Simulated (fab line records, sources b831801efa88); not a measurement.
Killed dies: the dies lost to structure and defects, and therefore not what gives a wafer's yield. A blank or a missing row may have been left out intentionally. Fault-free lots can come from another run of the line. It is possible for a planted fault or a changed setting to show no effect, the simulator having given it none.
Comparing a struck lot with a sound one | flow sky130 | 15 out of 708 route steps
Sound: wafers L248.1, L248.4, L248.6. Struck: wafers L264.1, L264.2, L264.6. The cause comes at the end.
For every step that has rows: the tool of each side, followed by ch and its chambers, followed by its first start. Under that, the readings that differ: sound wafers | struck wafers | difference of the means | sigmas: that difference in standard deviations of wafers without a fault.
alike: words and numbers the same on both sides, and readings whose means are apart by under 2 such deviations; not compared: readings that were withheld, readings missing a value for some wafer, numbers with overlapping values and no deviation given by the record, and bounds like >300 which may hide the same value.
A row with sigmas, a row that says differs or no value, or rows on one side alone: a step with any of these is where the two part. Non-overlapping numbers with no deviation appear without sigmas and do not part them. A reading that every wafer of one side lacks parts them only if that side has two wafers or more.

SKY_LOCAL_INTERCONNECT_THK_MEAS_02: measures by xrf.
  struck on filmMetro-01, day 34 22:52; sound on filmMetro-02, day 30 13:50
reading                         | sound             | struck         | difference | sigmas
LOCAL_INTERCONNECT_TIN_THK (nm) | 101.8 102.6 102.5 | 98.5 99.2 98.3 | -3.6       | -3
then, 8 steps without rows for these wafers: SKY_LOCAL_INTERCONNECT_DEHYDRATE_03 (time 60 s); SKY_LOCAL_INTERCONNECT_HMDS_04 (prime time 60 s); SKY_LOCAL_INTERCONNECT_COAT_05 (resist thk 60 nm); SKY_LOCAL_INTERCONNECT_COAT_06 (resist thk 450 nm); SKY_LOCAL_INTERCONNECT_SOFTBAKE_07 (time 90 s); SKY_LOCAL_INTERCONNECT_EXPOSE_08 (exposes mask LI1M, target cd 170 nm); SKY_LOCAL_INTERCONNECT_PEB_09; SKY_LOCAL_INTERCONNECT_DEVELOP_10 (develop time 60 s).
SKY_LOCAL_INTERCONNECT_CD_MEAS_11: target cd 170 nm.
  struck on cdSem-02, day 36 00:50; sound on cdSem-01, day 31 17:31
  alike: cdNm
SKY_LOCAL_INTERCONNECT_OVL_MEAS_12:
  struck on overlay-02, day 36 00:58; sound on overlay-01, day 31 17:38
  alike: LOCAL_INTERCONNECT_OVL
SKY_LOCAL_INTERCONNECT_ETCH_13: etches BARC in N2/H2, stops on SiO2, time 45.9 s, target depth 60 nm.
  sound on rieMetal-04 ch 0,1, day 31 17:40; struck on rieMetal-04 ch 0,1, day 36 00:59
  alike: drypumpMotorCurrentA, oesProductAu, throttleValvePct
  not compared: rfHoursCounterH
SKY_LOCAL_INTERCONNECT_METAL_ETCH_14: etches TiN in Cl2/BCl3, stops on PSG, target depth 110 nm, time 31.4 s.
  sound on rieMetal-04 ch 0,1, day 31 17:44; struck on rieMetal-04 ch 0,1, day 36 01:04
reading                                                  | sound                | struck               | difference | sigmas
oesProductAu (a.u.)                                      | 0.938 0.941 0.945    | 0.901 0.904 0.887    | -0.044     | -6
throttleValvePct (%)                                     | 21.908 21.900 21.905 | 21.938 21.905 21.939 | +0.023     | +2
model.etch.depthNm (nm)                                  | 99.92 99.96 100.2    | 91.83 92.57 91.02    | -8.22      | 
model.LOCAL_INTERCONNECT.featureDepthNm (nm)             | 99.92 99.96 100.2    | 91.83 92.57 91.02    | -8.22      | 
model.KrF-thick_of_LOCAL_INTERCONNECT_COAT_06.thkNm (nm) | 343.2 345.9 347.1    | 353.5 352.3 353.8    | +7.8       | 
  alike: drypumpMotorCurrentA
  not compared: rfHoursCounterH
SKY_LOCAL_INTERCONNECT_STRIP_15: strips in O2/N2.
  sound on plasmaAsher-04 ch 0,1, day 31 17:47; struck on plasmaAsher-02 ch 0,1, day 36 01:07
reading                  | sound             | struck            | difference | sigmas
stripTimeToEndpointS (s) | 4.665 4.701 4.715 | 4.789 4.769 4.784 | +0.087     | +5
  alike: drypumpMotorCurrentA, oesProductAu
  not compared: rfHoursCounterH
then, 1 step without rows for these wafers: SKY_LOCAL_INTERCONNECT_STRIP_16 (strips in post etch residue remover, time 1200 s).

== WHERE THEY PART ==
First at SKY_LOCAL_INTERCONNECT_THK_MEAS_02; last, within this record, at SKY_LOCAL_INTERCONNECT_STRIP_15.

WHY: whatever the simulator had introduced
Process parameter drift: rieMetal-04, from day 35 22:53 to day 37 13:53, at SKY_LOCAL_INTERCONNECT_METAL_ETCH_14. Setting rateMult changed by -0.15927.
